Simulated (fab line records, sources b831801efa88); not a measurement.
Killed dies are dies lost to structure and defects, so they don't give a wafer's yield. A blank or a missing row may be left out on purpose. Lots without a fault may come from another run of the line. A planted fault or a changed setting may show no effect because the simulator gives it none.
fab line records | flow sky130
record lots=5 wafers=15 last_day=49
route steps=708 shown SONOS_ONO@173 PAD_OPEN@708
lots that met no fault: from a run of the same line without faults
start_h: hours from the record's first day to the start of the lot's first wafer shown | wait_h: hours since the lot's step before | " the same as in the row above | L1.1+2: a row that stands for several wafers | - no value, or no start given | * or withheld: withheld | < > ~ a bound
route shown NAME@n: a module of which the file shows steps, and the number in the route of the first | usual: mean/standard deviation of fault-free wafers | same: alike in all rows | chamber/n: place in a boat | sites: the reading at each site | _std_site: their standard deviation | _edge_site: outer sites' mean less inner sites' | radius_mm: how far each site lies from the wafer's centre | mask NAME#n: copy n | behind: the tool/chamber that last shaped the wafer | hold: why the lot was held/for how many hours/how that ended | device: the transistor (n, p or np) that didn't switch | end of line: the same wafers' tests at the end of the route | a step without rows: its recipe alone | killed: dies lost to structure and defects at the first sort, not the wafer's yield | map: a wafer's dies, x killed, . not, _ none there
set.NAME: the setting as run; set.NAME@STEP: as run at that earlier step | model.NAME: the simulator's own value behind a step, which no gauge read
lots at some steps of the route; a table a step, a row a wafer
services: from which hour (start_h, from the record's first day; less than 0 if before it) a tool's chamber was out of use, for how many hours, and why
## steps
# step SKY_SONOS_ONO_THK_MEAS_05
# recipe reads=SiO2_of_SONOS_ONO_CVD_04
# usual SONOS_ONO_CVD_04_THK=5.71/0.11
# columns lot.wafer tool chamber start_h wait_h SONOS_ONO_CVD_04_THK[nm]
L962.1 film_metro-04 - 272.53 0.0 5.51
L962.3 " - " " 5.58
L962.6 " - " " 5.60
L965.2 film_metro-04 - 298.78 0.0 5.59
L965.3 " - " " 5.56
L965.4 " - " " 5.48
L973.2 film_metro-04 - 362.48 0.0 5.72
L973.5 " - " " 5.82
L973.6 " - " " 5.71
L974.2 film_metro-04 - 365.56 0.0 5.58
L974.4 " - " " 5.82
L974.6 " - " " 5.70
L975.1 film_metro-04 - 372.74 0.0 5.63
L975.3 " - " " 5.69
L975.6 " - " " 5.70
# step SKY_SONOS_ONO_DEHYDRATE_06
# recipe temp_c=200 time_s=60
# step SKY_SONOS_ONO_HMDS_07
# recipe prime_time_s=60 prime_temp_c=120
# step SKY_SONOS_ONO_COAT_08
# recipe resist=NOVOLAK spin_rpm=3000 resist_thk_nm=1140
# step SKY_SONOS_ONO_SOFTBAKE_09
# recipe temp_c=90 time_s=60 resist=NOVOLAK
# step SKY_SONOS_ONO_EXPOSE_10
# recipe mask_id=ONOM target_cd_nm=410 na=0.6 source_shape=conventional sigma_outer=0.6 dose_mj=150
# step SKY_SONOS_ONO_PEB_11
# recipe temp_c=withheld time_s=* resist=NOVOLAK
# step SKY_SONOS_ONO_DEVELOP_12
# recipe develop_time_s=60 dev_temp_c=23
# step SKY_SONOS_ONO_CD_MEAS_13
# recipe target_cd_nm=410
# usual cd_nm=410.8/2.3
# columns lot.wafer tool chamber start_h wait_h cd_nm
L962.1 cd_sem-01 - 297.57 0.1 412.8
L962.3 " - " " 413.2
L962.6 " - " " 410.6
L965.2 cd_sem-01 - 324.58 0.1 406.6
L965.3 " - " " 408.2
L965.4 " - " " 406.7
L973.2 cd_sem-02 - 390.83 0.1 409.7
L973.5 " - " " 408.4
L973.6 " - " " 409.0
L974.2 cd_sem-01 - 394.36 0.1 409.0
L974.4 " - " " 409.5
L974.6 " - " " 409.4
L975.1 cd_sem-02 - 401.79 0.1 414.3
L975.3 " - " " 413.9
L975.6 " - " " 414.4
# step SKY_SONOS_ONO_OVL_MEAS_14
# usual SONOS_ONO_OVL=0.2/1.2
# columns lot.wafer tool chamber start_h wait_h SONOS_ONO_OVL[nm]
L962.1 overlay-02 - 297.69 0.1 1.7
L962.3 " - " " 1.0
L962.6 " - " " 1.6
L965.2 overlay-02 - 324.68 0.1 1.8
L965.3 " - " " 1.0
L965.4 " - " " 2.8
L973.2 overlay-01 - 390.93 0.1 0.6
L973.5 " - " " 1.6
L973.6 " - " " 1.8
L974.2 overlay-02 - 394.47 0.1 1.9
L974.4 " - " " 1.9
L974.6 " - " " -0.3
L975.1 overlay-01 - 401.91 0.1 -0.4
L975.3 " - " " -0.9
L975.6 " - " " -0.5
# step SKY_SONOS_ONO_ETCH_15
# recipe target_depth_nm=19.52 chemistry=CHF3/O2 source_w=600 bias_w=200 pressure_mtorr=40 chf3_flow_sccm=50 O2_flow_sccm=5 time_s=7.8
# usual drypump_motor_current_A=5.7/0.46 oes_product_au=0.998/0.011 throttle_valve_pct=8.825/0.0091
# columns lot.wafer tool chamber start_h wait_h drypump_motor_current_A oes_product_au rf_hours_counter_h throttle_valve_pct
L962.1 rie_diel-04 2 297.72 0.0 5.6 0.993 6 8.842
L962.3 " 0 " " 5.3 1.018 101 8.840
L962.6 " 0 " " 5.3 1.001 - 8.821
L965.2 rie_diel-01 1 324.71 0.0 4.9 0.993 1 8.821
L965.3 " 0 " " 5.7 0.998 4 8.808
L965.4 " 2 " " 5.5 0.993 - 8.813
L973.2 rie_diel-04 1 390.96 0.0 5.8 0.994 12 8.821
L973.5 " 3 " " 6.1 0.996 - 8.820
L973.6 " 0 " " 5.3 1.008 - 8.827
L974.2 rie_diel-01 0 394.50 0.0 5.8 0.998 4 8.821
L974.4 " 2 " " 5.4 0.995 32 8.826
L974.6 " 2 " " 5.5 0.986 - 8.830
L975.1 rie_diel-04 0 401.95 0.0 5.3 1.009 104 8.827
L975.3 " 3 " " 6.2 0.992 6 8.820
L975.6 " 3 " " 6.1 0.999 - 8.828
# step SKY_SONOS_ONO_WET_ETCH_16
# recipe chemistry=dHF target_depth_nm=14 dry=n2_spin target=SiO2 dilution=100:1 temp_c=25 time_s=280
# step SKY_SONOS_ONO_STRIP_17
# recipe chemistry=O2/N2 power_w=1400 pressure_mtorr=1500 platen_temp_c=withheld o2_flow_sccm=3000 n2_flow_sccm=300 overash_fraction=0.5
# usual drypump_motor_current_A=5.76/0.26 o2_flow_sccm=3000/8.8 oes_product_au=0.710/0.0049 strip_time_to_endpoint_s=14.10/0.038
# same overash_fraction=0.5
# columns lot.wafer tool chamber start_h wait_h drypump_motor_current_A o2_flow_sccm oes_product_au rf_hours_counter_h strip_time_to_endpoint_s model.NOVOLAK_of_SONOS_ONO_COAT_08.thk_nm
L962.1 plasma_asher-03 1 297.83 0.0 5.24 2988 0.714 55 14.15 0
L962.3 " 0 " " 5.84 3012 0.718 - 14.12 0
L962.6 " 1 " " 5.20 3004 0.706 - 14.16 0
L965.2 plasma_asher-02 0 324.82 0.0 5.99 2991 0.708 51 14.14 0
L965.3 " 0 " " 5.97 2994 0.705 - 14.15 0
L965.4 " 1 " " 5.73 3005 0.709 - 14.09 0
L973.2 plasma_asher-04 1 391.07 0.0 5.76 2994 0.716 28 14.10 0
L973.5 " 0 " " 6.06 2987 0.712 - 14.12 0
L973.6 " 1 " " 5.76 3000 0.709 - 14.09 0
L974.2 plasma_asher-04 1 394.60 0.0 5.81 3005 0.713 29 14.11 0
L974.4 " 0 " " 6.02 3006 0.716 - 14.09 0
L974.6 " 1 " " 5.77 3008 0.707 - 14.08 0
L975.1 plasma_asher-02 0 402.08 0.0 5.94 2980 0.917 59 - 449.6
L975.3 " 0 " " 5.95 2991 0.912 - - 449.9
L975.6 " 1 " " 5.75 2991 0.922 - - 449.4
# step SKY_SONOS_ONO_WET_ETCH_18
# recipe chemistry=H3PO4 target_depth_nm=15 target=Si3N4 temp_c=160 time_s=172
# step SKY_PAD_OPEN_PROBE_99
# usual killed_at_M0_to_M3=43/6.8 killed_at_M4_up=3.3/1.9 killed_at_contacts=24/5.3 killed_at_front_end=14/4.3 killed_at_other=0.3/0.62 killed_dies=85/9.8 killed_on_rim=17/3.9 killed_open=46/8 killed_short=39/5.9
# same gross_dies=492 killed_at_back_side=0
# columns lot.wafer tool chamber start_h wait_h killed_at_M0_to_M3 killed_at_M4_up killed_at_contacts killed_at_front_end killed_at_other killed_dies killed_on_rim killed_open killed_short
L962.1 prober-01 - 1110.00 0.1 45 1 21 12 0 79 18 31 48
L962.3 prober-01 - 1110.10 0.2 44 0 24 17 0 85 22 52 33
L962.6 prober-01 - 1110.25 0.2 46 4 24 20 0 94 18 55 39
L965.2 prober-02 - 1128.93 0.1 40 1 24 15 0 80 15 39 41
L965.3 prober-02 - 1128.98 0.2 38 4 27 12 0 81 19 44 37
L965.4 prober-02 - 1129.03 0.2 35 5 29 12 0 81 19 42 39
L974.2 prober-01 - 1177.71 0.1 32 3 25 20 0 80 13 44 36
L974.4 prober-01 - 1177.81 0.2 30 4 22 9 0 65 9 42 23
L974.6 prober-01 - 1177.91 0.2 45 8 27 27 0 107 20 61 46
L975.1 prober-02 - 1181.72 0.1 45 2 22 423 0 492 96 43 43
L975.3 prober-02 - 1181.82 0.2 42 2 26 422 0 492 96 50 37
L975.6 prober-02 - 1181.97 0.2 51 2 25 414 0 492 96 52 41
# killed by level:class
L962.1 VIA1:geometric_particle:open=10 CONTACT:geometric_particle:open=8 VIA2:geometric_particle:open=7 VIA3:geometric_particle:short=6 LOCAL_INTERCONNECT:geometric_particle:short=6 VIA1:geometric_particle:short=6 METAL2:geometric_particle:short=6 POLY_GATE:geometric_particle:short=5
L962.3 VIA1:geometric_particle:open=11 VIA2:geometric_particle:open=10 CONTACT:geometric_particle:open=9 CONTACT:geometric_particle:short=8 VIA3:geometric_particle:open=6 METAL3:geometric_particle:short=5 FIELD_ISO:geometric_particle:open=4 POLY_GATE:geometric_particle:open=4
L962.6 POLY_GATE:geometric_particle:open=8 CONTACT:geometric_particle:open=8 VIA3:geometric_particle:open=8 VIA1:geometric_particle:open=7 FIELD_ISO:geometric_particle:open=5 METAL1:geometric_particle:short=5 VIA3:geometric_particle:short=5 VIA2:geometric_particle:open=5
L965.2 CONTACT:geometric_particle:open=11 VIA1:geometric_particle:short=7 METAL1:geometric_particle:short=6 VIA1:geometric_particle:open=6 CONTACT:geometric_particle:short=5 FIELD_ISO:geometric_particle:short=4 LI_CONTACT:geometric_particle:open=4 VIA2:geometric_particle:open=4
L965.3 CONTACT:geometric_particle:open=12 VIA1:geometric_particle:open=8 FIELD_ISO:geometric_particle:open=6 CONTACT:geometric_particle:short=6 VIA2:geometric_particle:open=6 METAL1:geometric_particle:short=5 VIA3:geometric_particle:open=5 FIELD_ISO:geometric_particle:short=4
L965.4 VIA2:geometric_particle:open=11 LOCAL_INTERCONNECT:geometric_particle:short=8 CONTACT:geometric_particle:short=7 CONTACT:geometric_particle:open=7 LI_CONTACT:geometric_particle:open=6 VIA3:geometric_particle:open=6 VIA1:geometric_particle:short=4 METAL4:geometric_particle:short=4
L974.2 CONTACT:geometric_particle:open=10 VIA1:geometric_particle:open=10 FIELD_ISO:geometric_particle:open=7 CONTACT:geometric_particle:short=6 FIELD_ISO:geometric_particle:short=4 LI_CONTACT:geometric_particle:open=4 VIA3:geometric_particle:open=4 METAL3:geometric_particle:short=4
L974.4 VIA1:geometric_particle:open=9 VIA2:geometric_particle:open=7 LI_CONTACT:geometric_particle:open=6 CONTACT:geometric_particle:open=6 LOCAL_INTERCONNECT:geometric_particle:short=5 FIELD_ISO:geometric_particle:open=4 VIA3:geometric_particle:open=4 METAL4:geometric_particle:short=3
L974.6 VIA1:geometric_particle:open=12 CONTACT:geometric_particle:open=11 VIA2:geometric_particle:open=10 FIELD_ISO:geometric_particle:short=8 LI_CONTACT:geometric_particle:open=8 FIELD_ISO:geometric_particle:open=5 LOCAL_INTERCONNECT:geometric_particle:short=5 METAL2:geometric_particle:short=5
L975.1 GATE_OXIDE:area_oxidation=406 VIA1:geometric_particle:open=12 LI_CONTACT:geometric_particle:open=8 METAL2:geometric_particle:short=7 CONTACT:geometric_particle:short=6 VIA1:geometric_particle:short=6 POLY_GATE:geometric_particle:short=5 CONTACT:geometric_particle:open=4
L975.3 GATE_OXIDE:area_oxidation=405 VIA1:geometric_particle:open=14 CONTACT:geometric_particle:open=9 VIA3:geometric_particle:open=6 FIELD_ISO:geometric_particle:short=5 POLY_GATE:geometric_particle:short=5 LI_CONTACT:geometric_particle:open=5 LOCAL_INTERCONNECT:geometric_particle:short=5
L975.6 GATE_OXIDE:area_oxidation=399 CONTACT:geometric_particle:open=10 VIA1:geometric_particle:open=9 LI_CONTACT:geometric_particle:open=8 VIA3:geometric_particle:open=8 FIELD_ISO:geometric_particle:open=7 METAL1:geometric_particle:short=7 VIA2:geometric_particle:open=6
# map L975.1 (x killed, . not)
__________xxxxxxxxxx_________
________xxxxxxxxxxxxxx_______
______xxxxxxxxxxxxxxxxxx_____
_____xxxxxxxxxxxxxxxxxxxx____
____xxxxxxxxxxxxxxxxxxxxxx___
___xxxxxxxxxxxxxxxxxxxxxxxx__
__xxxxxxxxxxxxxxxxxxxxxxxxxx_
_xxxxxxxxxxxxxxxxxxxxxxxxxxxx
_xxxxxxxxxxxxxxxxxxxxxxxxxxxx
_xxxxxxxxxxxxxxxxxxxxxxxxxxxx
_xxxxxxxxxxxxxxxxxxxxxxxxxxxx
_xxxxxxxxxxxxxxxxxxxxxxxxxxxx
_xxxxxxxxxxxxxxxxxxxxxxxxxxxx
_xxxxxxxxxxxxxxxxxxxxxxxxxxxx
_xxxxxxxxxxxxxxxxxxxxxxxxxxxx
__xxxxxxxxxxxxxxxxxxxxxxxxxx_
___xxxxxxxxxxxxxxxxxxxxxxxx__
____xxxxxxxxxxxxxxxxxxxxxx___
_____xxxxxxxxxxxxxxxxxxxx____
______xxxxxxxxxxxxxxxxxx_____
________xxxxxxxxxxxxxx_______
__________xxxxxxxxxx_________
# map L965.3 (x killed, . not)
__________..x......._________
________..x.......x..._______
______.......x.........._____
_____...x..........x.....____
____..................xx..___
___..xx.....x......x.x...x.__
__xx.........xx.....xxxx...._
_.............x.x.x........x.
_x......x....................
_x...xxx.x.......xx........xx
_.x...x......................
_x.x..........x......x.......
_.......x.......x............
_...x....x.....x.x........x..
_.........x.x...........x....
__..x..xx.........x........._
___..x.....x....x.........x__
____.x....x...x.x...x...x.___
_____..x.x...........x..x____
______...x....x....x...._____
________.x...x.x.....x_______
__________....x.xx.._________
## services
# columns tool chamber start_h hours kind
rie_diel-01 3 313.95 11.1 repair
rie_diel-04 - 331.21 0.3 repair
rie_diel-01 0 344.07 29.6 repair
rie_diel-01 2 347.04 1.4 repair
rie_diel-04 2 362.85 2.1 repair
rie_diel-04 2 375.04 15.4 repair
plasma_asher-03 - 376.78 28.1 pm
rie_diel-04 3 378.42 9.7 repair
## key
first_sign step=SKY_SONOS_ONO_STRIP_17 reading=oes_product_au direction=up sigmas=43 usual=0.710 struck=0.917
effect step=SKY_PAD_OPEN_PROBE_99 reading=killed_at_front_end direction=up sigmas=94 usual=14 struck=420
model_effect step=SKY_SONOS_ONO_STRIP_17 value=NOVOLAK_of_SONOS_ONO_COAT_08.thk_nm without=0 struck=449.6
more_kills_born_at SKY_GATE_OXIDE_OXIDATION_01@furnace-01=1210
met_at SKY_SONOS_ONO_STRIP_17
struck_wafers L975.1,L975.3,L975.6
later_rows_left_out L975.1,L975.3,L975.6
tester_left_out L975
onset_between 324.82 402.08
fault kind=strip_aborted tool=plasma_asher-02 chamber=- onset_h=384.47 steps=SKY_SONOS_ONO_STRIP_17 offset=0.66014 end_h=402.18
# tester_left_out: of these lots the tester's yield and bins aren't shown, on N5 and GAA mostly nor the transistor test; their killed dies are dies lost to structure and defects alone, not to doping, threshold or leakage, so they don't give the yield
# later_rows_left_out: the simulator's readings of these wafers behind a module that went badly wrong aren't trusted and aren't shown, but for the sort
